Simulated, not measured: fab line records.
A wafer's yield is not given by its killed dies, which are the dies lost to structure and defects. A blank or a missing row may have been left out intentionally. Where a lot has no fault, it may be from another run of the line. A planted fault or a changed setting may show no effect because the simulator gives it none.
2 desks, one fault / flow sky130 / only its own numbers are on each desk; what lay behind them is given at the end

## THE METROLOGY DESK
Lot by lot, what the gauges showed, no matter which tool ran the lot: averages of those sampled wafers that carry a number. Marked OUT: a lot whose mean sits more than 4 standard deviations from the usual mean, which makes it out of limits; the brackets give that distance.
Columns: A = SD_N_TW at SKY_SD_N_TW_MEAS_12, usual 3979; B = RES_XHIGH_RS at SKY_SD_N_RS_MEAS_18, usual 333.3 ohm/sq; C = LI_CONTACT_OVL at SKY_LI_CONTACT_OVL_MEAS_13, usual -1 nm
lot=L556; first seen here=day 28 00:43; A=3931; B=333.0; C=3
lot=L557; first seen here=day 28 10:40; A=4016; B=333.5; C=-6
lot=L558; first seen here=day 28 17:13; A=3954; B=332.3; C=3
lot=L559; first seen here=day 29 05:04; A=3960; B=333.3; C=-8
lot=L561; first seen here=day 29 20:23; A=3951; B=333.1; C=2
lot=L562; first seen here=day 29 22:34; A=3978; B=332.2; C=2
lot=L565; first seen here=day 31 02:17; A=3963; B=334.2; C=6
lot=L566; first seen here=day 31 05:11; A=3988; B=331.8; C=11
lot=L567; first seen here=day 31 15:01; A=3946; B=333.1; C=-7
lot=L571; first seen here=day 33 15:35; A=3949; B=335.6; C=3
lot=L570; first seen here=day 33 17:10; A=3963; B=333.5; C=3
lot=L573; first seen here=day 33 18:07; A=489 (-99 or more) OUT; B=333.0; C=-2
lot=L579; first seen here=day 35 14:49; A=3981; B=334.4; C=-8
This desk's finding: out of limits on L573; first on L573, day 33 18:07 (SD_N_TW at SKY_SD_N_TW_MEAS_12). L556, L557, L558, L559, L561, L562, L565, L566, L567, L571, L570, L579: within limits.

## TOOL OWNER'S DESK, plasma_asher-02
The tool's own readings at SKY_RES_XHIGH_STRIP_08 (strips in O2/N2): means of the sampled wafers that have a number, for each lot that ran on this tool. Marked OUT: a lot whose mean sits more than 4 standard deviations from the usual mean, which makes it out of limits; the brackets give that distance.
Columns: A = drypump_motor_current_A at SKY_RES_XHIGH_STRIP_08, usual 5.9 A; B = oes_product_au at SKY_RES_XHIGH_STRIP_08, usual 0.710 a.u.; C = strip_time_to_endpoint_s at SKY_RES_XHIGH_STRIP_08, usual 14.30 s
lot=L556; first seen here=day 26 20:01; A=6.5; B=0.714; C=14.24
lot=L557; first seen here=day 27 05:13; A=6.1; B=0.705; C=14.28
lot=L558; first seen here=day 27 12:50; A=5.8; B=0.711; C=14.32
lot=L561; first seen here=day 28 16:29; A=6.5; B=0.710; C=14.34
lot=L562; first seen here=day 28 17:55; A=6.1; B=0.710; C=14.31
lot=L571; first seen here=day 32 12:58; A=6.1; B=0.711; C=14.28
lot=L570; first seen here=day 32 14:17; A=6.5; B=0.709; C=14.35
lot=L573; first seen here=day 32 14:56; A=6.1; B=0.945 (+55) OUT; C=-
Finding of this desk: L573 out of limits; the first was L573 at day 32 14:56, on oes_product_au at SKY_RES_XHIGH_STRIP_08. L556, L557, L558, L561, L562, L571, L570: within limits.

## BROUGHT TOGETHER
The tool owner's desk could have raised an alarm at day 32 14:56, on L573.
Metrology desk: alarm possible at day 33 18:07 on L573.
On plasma_asher-02, each named lot ran SKY_RES_XHIGH_STRIP_08.

## WHAT HAD BEEN PUT IN BY THE SIMULATOR
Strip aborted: plasma_asher-02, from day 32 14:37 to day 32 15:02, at SKY_RES_XHIGH_STRIP_08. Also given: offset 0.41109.
Shown lots that were struck: L573.
Hours from the fault's start to each desk's first reading out of limits: the tool owner's desk, 0; the metrology desk, 28.
